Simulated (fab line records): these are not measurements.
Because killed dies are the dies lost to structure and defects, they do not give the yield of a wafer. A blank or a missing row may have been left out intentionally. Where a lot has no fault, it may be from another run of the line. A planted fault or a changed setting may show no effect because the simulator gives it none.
The tool behind it: which one? -- flow sky130 -- Sampling: 11 lots, 33 wafers, 3 of 708 route steps

== WHAT THE GAUGES SHOWED, per wafer ==
SKY_VIA3_THK_MEAS_01.
lot,measured,on,VIA3_HDPCVD_THK (nm)
L307,day 38 13:32,film metro-01,1657 1646 1633
L308,day 39 05:29,film metro-02,1641 1648 1639
L310,day 39 19:46,film metro-04,1658 1665 1646
L311,day 39 20:39,film metro-02,1655 1650 1646
L312,day 41 05:26,film metro-04,3312 3300 3283
L313,day 40 22:49,film metro-02,1621 1606 1627
L314,day 41 01:01,film metro-02,1622 1632 1620
L322,day 43 06:58,film metro-01,3303 3286 3286
L323,day 43 07:53,film metro-01,1646 1660 1663
L324,day 43 17:29,film metro-02,1646 1634 1649
L329,day 44 20:16,film metro-01,1659 1646 1650

== WHAT TOOL EACH LOT RAN ON (gives the tool, then ch and the chambers of the sampled wafers, and finally the start) ==
lot,SKY_CAPM_METAL_ETCH_13,SKY_VIA3_HDPCVD_00
L307,"rie metal-02 ch 0,1, day 37 11:08","hdpcvd-02 ch 1,2, day 38 13:22"
L308,"rie metal-01 ch 0,1, day 38 02:48","hdpcvd-01 ch 1,2, day 39 05:18"
L310,"rie metal-02 ch 0,1, day 38 17:40","hdpcvd-01 ch 0,1,2, day 39 19:35"
L311,"rie metal-01 ch 0, day 38 18:33","hdpcvd-02 ch 0,1, day 39 20:29"
L312,"rie metal-01 ch 0,1, day 39 11:49","hdpcvd-02 ch 0,1, day 40 13:46"
L313,"rie metal-01 ch 0,1, day 39 20:41","hdpcvd-01 ch 0,1, day 40 22:38"
L314,"rie metal-02 ch 0,1, day 39 23:25","hdpcvd-01 ch 0,1, day 41 00:50"
L322,"rie metal-03 ch 0,1, day 42 05:09","hdpcvd-01 ch 0,1,2, day 43 06:28"
L323,"rie metal-01 ch 0,1, day 42 05:59","hdpcvd-02 ch 0,1,2, day 43 07:44"
L324,"rie metal-01 ch 0, day 42 16:24","hdpcvd-02 ch 0,1, day 43 17:19"
L329,"rie metal-02 ch 0,1, day 43 19:50","hdpcvd-02 ch 0,2, day 44 20:06"
- SKY_CAPM_METAL_ETCH_13: etches TiN in Cl2/BCl3, stops on SiO2, target depth 220 nm, time 62.9 s.
- SKY_VIA3_HDPCVD_00: deposits SiO2, target thk 1635 nm, time 272.5 s.

== THE ANSWER, worked out from the rows above alone ==
Rule: the usual values come from the lots themselves. The widest of any qualifying gaps counts: lots, ordered by their means at a reading, are off when they make up no more than a third of the lots, leave a main group of 4 or more, and stand apart from it by 3 or more times the standard deviation of that group's means. The tables above print the reading to a certain number of digits; a main group whose means all agree to those digits is not used. A lot without any number at a reading at which 4 lots or more have one is off too. The other lots that the step has rows for count as sound.
Off: L312, L322, at SKY_VIA3_THK_MEAS_01 (VIA3_HDPCVD_THK). Mean 1643 nm and standard deviation 13 in the main group.
If a tool, at a process step before that reading, ran all the lots that are off and no sound lot after the first of them, it fits. The gauges at SKY_VIA3_THK_MEAS_01 are tried like those tools. No candidate that was tried fits.

== WHAT HAD BEEN PUT IN BY THE SIMULATOR ==
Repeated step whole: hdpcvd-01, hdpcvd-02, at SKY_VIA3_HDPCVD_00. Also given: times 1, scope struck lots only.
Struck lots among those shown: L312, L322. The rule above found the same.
